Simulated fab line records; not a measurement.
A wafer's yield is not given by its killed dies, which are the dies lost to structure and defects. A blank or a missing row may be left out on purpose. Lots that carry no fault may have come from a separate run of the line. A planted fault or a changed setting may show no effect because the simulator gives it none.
Which of the tools did it? | flow sky130 | Sampling: 24 lots, 72 wafers, 4 of 708 route steps

== WHAT EACH GAUGE READ, for each wafer ==
SKY_LDD_HVP_OVL_MEAS_07. Usual: LDD_HVP_OVL 1.1 nm, standard deviation 1.3.
lot  | measured     | on         | LDD_HVP_OVL (nm) | flag
L074 | day 21 13:50 | overlay-02 | 2.7 2.8 3.5      |
L076 | day 22 02:53 | overlay-02 | 1.6 0.3 1.5      |
L075 | day 22 03:30 | overlay-01 | 1.4 2.3 2.1      |
L077 | day 22 16:14 | overlay-01 | 1.1 0.9 -0.7     |
L078 | day 23 07:36 | overlay-02 | -1.3 -0.5 -0.5   |
L079 | day 23 11:17 | overlay-02 | 0.5 0.5 -0.1     |
L080 | day 23 14:32 | overlay-01 | 1.3 2.6 1.9      |
L081 | day 24 00:02 | overlay-01 | 1.6 1.4 2.3      |
L082 | day 24 12:00 | overlay-01 | 1.7 0.0 0.6      |
L083 | day 24 20:55 | overlay-02 | 1.7 1.7 2.2      |
L084 | day 25 06:52 | overlay-02 | 3.2 2.0 2.1      |
L085 | day 25 11:11 | overlay-02 | -0.4 0.2 -0.9    |
L086 | day 26 01:14 | overlay-02 | 0.3 1.8 1.1      |
L087 | day 26 06:34 | overlay-01 | 1.9 2.8 2.2      |
L088 | day 26 19:59 | overlay-01 | 1.8 3.2 2.6      |
L089 | day 27 19:14 | overlay-02 | 0.0 -1.5 1.6     |
L090 | day 27 22:30 | overlay-02 | 0.1 0.2 0.1      |
L092 | day 28 08:38 | overlay-01 | 0.4 1.0 1.5      |
L091 | day 28 12:49 | overlay-02 | 2.1 1.0 0.6      |
L093 | day 28 14:25 | overlay-02 | 1.0 -0.2 -0.9    |
L094 | day 29 00:18 | overlay-01 | 3.7 3.5 3.8      |
L096 | day 29 08:44 | overlay-01 | 1.7 2.0 1.1      |
L095 | day 29 09:47 | overlay-02 | 2.1 2.0 0.1      |
L097 | day 29 15:58 | overlay-02 | 0.6 1.3 1.0      |

SKY_SD_N_CD_MEAS_07: the cd target is 380 nm. Usual: 379.6 nm for cd_nm, sd 2.1.
lot  | measured     | on        | cd_nm (nm)        | flag
L074 | day 27 21:53 | cd_sem-02 | 380.2 376.6 382.1 |
L076 | day 28 10:22 | cd_sem-01 | 380.8 380.8 382.3 |
L075 | day 28 10:33 | cd_sem-02 | 381.2 381.3 380.9 |
L077 | day 28 22:17 | cd_sem-01 | 380.1 382.6 382.5 |
L078 | day 29 11:30 | cd_sem-02 | 378.1 379.1 376.9 |
L079 | day 29 15:03 | cd_sem-02 | 376.9 377.1 379.1 |
L080 | day 29 17:56 | cd_sem-01 | 379.1 382.9 379.5 |
L081 | day 30 02:24 | cd_sem-02 | 378.9 380.1 379.4 |
L082 | day 30 14:26 | cd_sem-02 | 379.1 376.9 380.6 |
L083 | day 30 23:34 | cd_sem-02 | 382.0 382.4 381.7 |
L084 | day 31 06:29 | cd_sem-02 | 378.1 376.5 378.6 |
L085 | day 31 14:07 | cd_sem-01 | 379.9 378.8 379.2 |
L086 | day 32 01:14 | cd_sem-02 | 378.9 381.5 380.4 |
L087 | day 32 06:20 | cd_sem-02 | 379.9 376.8 377.6 |
L088 | day 32 17:44 | cd_sem-01 | 377.6 378.4 379.7 |
L089 | day 33 15:29 | cd_sem-02 | 381.7 380.4 381.9 |
L090 | day 33 19:32 | cd_sem-02 | 378.5 378.0 379.1 |
L092 | day 34 01:01 | cd_sem-02 | 380.1 380.6 381.6 |
L091 | day 34 18:32 | cd_sem-01 | 380.1 380.2 381.0 |
L093 | day 34 19:16 | cd_sem-01 | 376.1 373.9 377.8 |
L094 | day 34 18:56 | cd_sem-01 | 377.6 381.4 379.7 |
L096 | day 35 01:17 | cd_sem-02 | 379.4 379.9 380.9 |
L095 | day 35 01:35 | cd_sem-01 | 376.0 378.8 378.1 |
L097 | day 35 08:55 | cd_sem-01 | 382.6 381.7 382.9 |

SKY_VIA2_CD_MEAS_12: the cd target is 200 nm. Usual: 199.9 nm for cd_nm, sd 1.3.
lot  | measured     | on        | cd_nm (nm)        | flag
L074 | day 36 10:50 | cd_sem-02 | 200.9 200.5 200.4 |
L076 | day 36 19:25 | cd_sem-02 | 201.1 201.8 201.5 |
L075 | day 36 20:12 | cd_sem-01 | 199.3 200.1 199.8 |
L077 | day 37 00:41 | cd_sem-02 | 199.9 197.7 198.3 |
L078 | day 37 19:44 | cd_sem-01 | 200.2 200.3 201.2 |
L079 | day 37 20:55 | cd_sem-01 | 201.4 201.1 200.8 |
L080 | day 38 01:41 | cd_sem-02 | 202.5 202.6 202.0 |
L081 | day 38 03:35 | cd_sem-01 | 199.1 199.7 199.1 |
L082 | day 38 22:07 | cd_sem-02 | 199.6 200.8 201.1 |
L083 | day 39 03:41 | cd_sem-02 | 198.8 198.8 199.5 |
L084 | day 39 07:29 | cd_sem-02 | 198.5 197.6 197.6 |
L085 | day 39 16:50 | cd_sem-02 | 199.7 199.6 200.2 |
L086 | day 40 03:46 | cd_sem-02 | 198.5 199.0 198.7 |
L087 | day 40 07:02 | cd_sem-01 | 200.8 202.7 201.1 |
L088 | day 40 16:20 | cd_sem-01 | 198.9 199.2 198.4 |
L089 | day 41 13:22 | cd_sem-01 | 200.4 201.3 201.8 |
L090 | day 41 16:25 | cd_sem-01 | 199.6 199.4 198.9 |
L092 | day 41 22:20 | cd_sem-01 | 197.7 197.9 197.4 |
L091 | day 42 13:52 | cd_sem-01 | 199.6 198.7 199.4 |
L093 | day 42 16:29 | cd_sem-02 | 198.7 198.9 198.3 |
L094 | day 42 14:11 | cd_sem-01 | 199.0 200.5 198.3 |
L096 | day 42 20:22 | cd_sem-02 | 199.3 199.9 200.0 |
L095 | day 42 20:37 | cd_sem-02 | 201.4 201.9 203.2 |
L097 | day 43 00:44 | cd_sem-01 | 198.9 198.5 199.2 |

== TOOL THAT RAN EACH LOT (tool first, then ch and the chambers of the sampled wafers, then the start) ==
lot  | SKY_CONTACT_CMP_04
L074 | cmp-01 ch 2,3, day 30 18:17
L076 | cmp-01 ch 1,2,3, day 30 23:46
L075 | cmp-02 ch 0,1,3, day 31 00:01
L077 | cmp-02 ch 0,3, day 31 07:25
L078 | cmp-01 ch 0,2,3, day 32 00:48
L079 | cmp-01 ch 0,1,2, day 32 02:26
L080 | cmp-02 ch 1,2, day 32 06:27
L081 | cmp-01 ch 2,3, day 32 10:32
L082 | cmp-02 ch 0,1,2, day 33 04:14
L083 | cmp-01 ch 0,3, day 33 10:32
L084 | cmp-02 ch 2,3, day 33 15:30
L085 | cmp-02 ch 0,2,3, day 34 00:01
L086 | cmp-02 ch 1,2,3, day 34 10:22
L087 | cmp-01 ch 0,2, day 34 16:31
L088 | cmp-02 ch 1,2,3, day 35 02:23
L089 | cmp-01 ch 2,3, day 36 00:34
L090 | cmp-01 ch 2,3, day 36 04:24
L092 | cmp-02 ch 2,3, day 36 10:35
L091 | cmp-01 ch 0,1,3, day 37 02:35
L093 | cmp-01 ch 1,2, day 37 03:55
L094 | cmp-02 ch 0,3, day 37 03:55
L096 | cmp-01 ch 1,2,3, day 37 09:47
L095 | cmp-02 ch 0,1, day 37 10:32
L097 | cmp-01 ch 0,1,2, day 37 15:56
- SKY_CONTACT_CMP_04: polishes SiO2.

== AS READ BY THE TOOLS THEMSELVES (means over the sampled wafers that have a number; for cases with no such wafer, the mark the record gives instead) ==
SKY_CONTACT_CMP_04. Usual: edge_zone_pressure_frac 0.999, standard deviation 0.0052; head_pressure_psi 3.999 psi, standard deviation 0.0084; motor_current_A 12.3 A, standard deviation 1.6; time_to_endpoint_s 81 s, standard deviation 3.5.
lot  | tool   | edge_zone_pressure_frac | head_pressure_psi (psi) | motor_current_A (A) | time_to_endpoint_s (s) | flag
L074 | cmp-01 | 1.001                   | 4.006                   | 13.6                | 78                     |
L076 | cmp-01 | 0.999                   | 3.996                   | 13.6                | 78                     |
L075 | cmp-02 | 0.995                   | 3.994                   | 11.7                | 82                     |
L077 | cmp-02 | 0.999                   | 3.998                   | 13.1                | 80                     |
L078 | cmp-01 | 0.997                   | 3.999                   | 13.1                | 83                     |
L079 | cmp-01 | 0.999                   | 3.991                   | 13.1                | 82                     |
L080 | cmp-02 | 1.001                   | 3.998                   | 10.2                | 84                     |
L081 | cmp-01 | 0.999                   | 4.003                   | 13.0                | 82                     |
L082 | cmp-02 | 1.001                   | 4.003                   | 11.5                | 86                     |
L083 | cmp-01 | 0.996                   | 4.002                   | 14.0                | 80                     |
L084 | cmp-02 | 1.002                   | 3.997                   | 10.1                | 83                     |
L085 | cmp-02 | 1.003                   | 3.999                   | 11.9                | 79                     |
L086 | cmp-02 | 0.999                   | 4.004                   | 10.4                | 86                     |
L087 | cmp-01 | 0.999                   | 4.002                   | 12.6                | 84                     |
L088 | cmp-02 | 1.001                   | 3.998                   | 10.4                | 81                     |
L089 | cmp-01 | 0.998                   | 4.004                   | 13.4                | 82                     |
L090 | cmp-01 | 1.000                   | 3.996                   | 12.5                | 86                     |
L092 | cmp-02 | 1.002                   | 4.002                   | 10.5                | 79                     |
L091 | cmp-01 | 0.996                   | 3.996                   | 13.8                | 80                     |
L093 | cmp-01 | 0.999                   | 4.002                   | 13.1                | 80                     |
L094 | cmp-02 | 0.996                   | 4.000                   | 12.7                | 76                     |
L096 | cmp-01 | 0.997                   | 3.992                   | 13.2                | 77                     |
L095 | cmp-02 | 0.995                   | 3.996                   | 13.1                | 77                     |
L097 | cmp-01 | 0.999                   | 3.995                   | 12.9                | 83                     |

== THE ANSWER, worked out from the rows above alone ==
Rule: a lot is off if the mean of its wafers that have a number lies more than 3 standard deviations from the usual mean. Also off: a lot with no number at a reading for which 4 or more lots have one. Any other lot the step has rows for is counted as sound. The gauges are gone through in route order, then the tools' own readings, and for those a lot's mean is taken as printed above. The first step at which some lot is off is used, and at that step the reading that is off furthest; a lot without a number counts as furthest.
None of the lots is off at any reading shown; this tells nothing.

== WHAT HAD BEEN PUT IN BY THE SIMULATOR ==
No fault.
